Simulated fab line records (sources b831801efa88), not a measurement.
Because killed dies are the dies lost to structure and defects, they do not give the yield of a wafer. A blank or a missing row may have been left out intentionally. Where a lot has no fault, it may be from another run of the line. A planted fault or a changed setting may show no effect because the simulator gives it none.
8D (eight disciplines) problem report, filled in by code | flow sfq-line | the parts of the form that need people (team, actions taken, sign-off) are left out

1. WHAT WENT WRONG
Mean of thk-nm at SFQ_TRILAYER_I1_METRO_MEASURE_047: 183.8 nm over 2 wafers from 1 lot, against 199.6 nm (standard deviation 1.3) on wafers with no fault. That is -12 standard deviations from the usual mean.
First seen on wafer L400.4, day 21 17:14, on film-metro-04. Wafers with a number at this step in the record: 39, from 13 lots. The rule behind "out" and "out of limits": a value lying over 4 standard deviations away from the usual mean. The other wafers with a number count as sound.

2. WHAT THIS IS AND IS NOT
question                    | is                | is not
which readings at this step | thk-nm            | -
which lots                  | L400              | L383, L384, L385, L386, L387, L388, L389, L390, L391, L393, L394, L404
which wafers of those lots  | L400.4, L400.5    | L400.1
read on which tools         | film-metro-04     | film-metro-02, film-metro-03
when                        | from day 21 17:14 | up to then (34 sound wafers); but 3 sound wafers of L404 came after

3. THE SUSPECTS, EACH WITH WHAT RULES IT OUT
Counting: if a tool at a process step up to the reading ran every lot that is out, it stays a suspect. Sound lots after the first of them don't rule it out here, since some wafers of a struck lot are sound.
- cmp-01 at SFQ_TRILAYER_I1_CMP_CMP_046 (polishes SiO2): kept. The lot that is out, L400, ran on it at day 21 14:07; the last sound lot it ran before that was L394, at day 19 14:59.
- film-metro-04 at SFQ_TRILAYER_I1_METRO_MEASURE_047: kept. The lot that is out, L400, ran on it at day 21 17:14; the last sound lot it ran before that was L390, at day 18 00:36. Its own thk-nm readings are out on those wafers.
- At SFQ_TRILAYER_I1_CMP_CMP_046 on cmp-01, chamber 3 took the sound wafers of the same lots and chamber 2 took the wafers that are out.
The count leaves film-metro-04 at SFQ_TRILAYER_I1_METRO_MEASURE_047 and cmp-01 at SFQ_TRILAYER_I1_CMP_CMP_046.

4. THE CAUSE (what the simulator had put in)
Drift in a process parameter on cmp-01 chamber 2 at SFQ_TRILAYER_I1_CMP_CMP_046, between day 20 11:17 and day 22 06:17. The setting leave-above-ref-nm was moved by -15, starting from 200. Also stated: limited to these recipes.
2 suspects survive the count, and this tool is in that group.

5. SEQUENCE OF EFFECTS, ordered by route
One row per reading whose mean, taken over the struck wafers that have a number, lies over 3 standard deviations from the usual. Scope: only readings with a usual standard deviation given in the record; hours: median across lots of the time from each lot's start at the first step in this table that gives one to its start at this step; sigmas: change in usual standard deviations.
hours | step                                  | reading        | usual      | on struck wafers | change | sigmas
0     | SFQ_TRILAYER_I1_METRO_MEASURE_047     | thk-nm         | 199.6 nm   | 183.8            | -15.8  | -12
34    | SFQ_TRILAYER_I1_VIA_ETCH_VIA_ETCH_052 | oes-product-au | 0.854 a.u. | 0.815            | -0.039 | -7.5
Here are the process steps it includes:
- SFQ_TRILAYER_I1_METRO_MEASURE_047
- SFQ_TRILAYER_I1_VIA_ETCH_VIA_ETCH_052: etches SiO2 in CHF3, stops on Nb, target depth 260 nm.
Later steps that measure or inspect, where all struck wafers having a row at the step show a number for every such reading and not one has moved that far: SFQ_JJ_OVL_MEAS_931.

6. WHAT WOULD HAVE CAUGHT IT SOONER
In this record the first reading out of limits was taken at day 21 17:14, 30 hours after the fault began at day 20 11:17.
Of the tool readings at SFQ_TRILAYER_I1_CMP_CMP_046 for which the record gives a usual standard deviation, none was out on any struck wafer, so an alarm limit of 4 standard deviations on them would not have fired.
By day 21 17:14 the whole set of lots that are out, 1 in number, had already begun SFQ_TRILAYER_I1_CMP_CMP_046 on cmp-01. Tool hold at that time: it would have spared none of them.
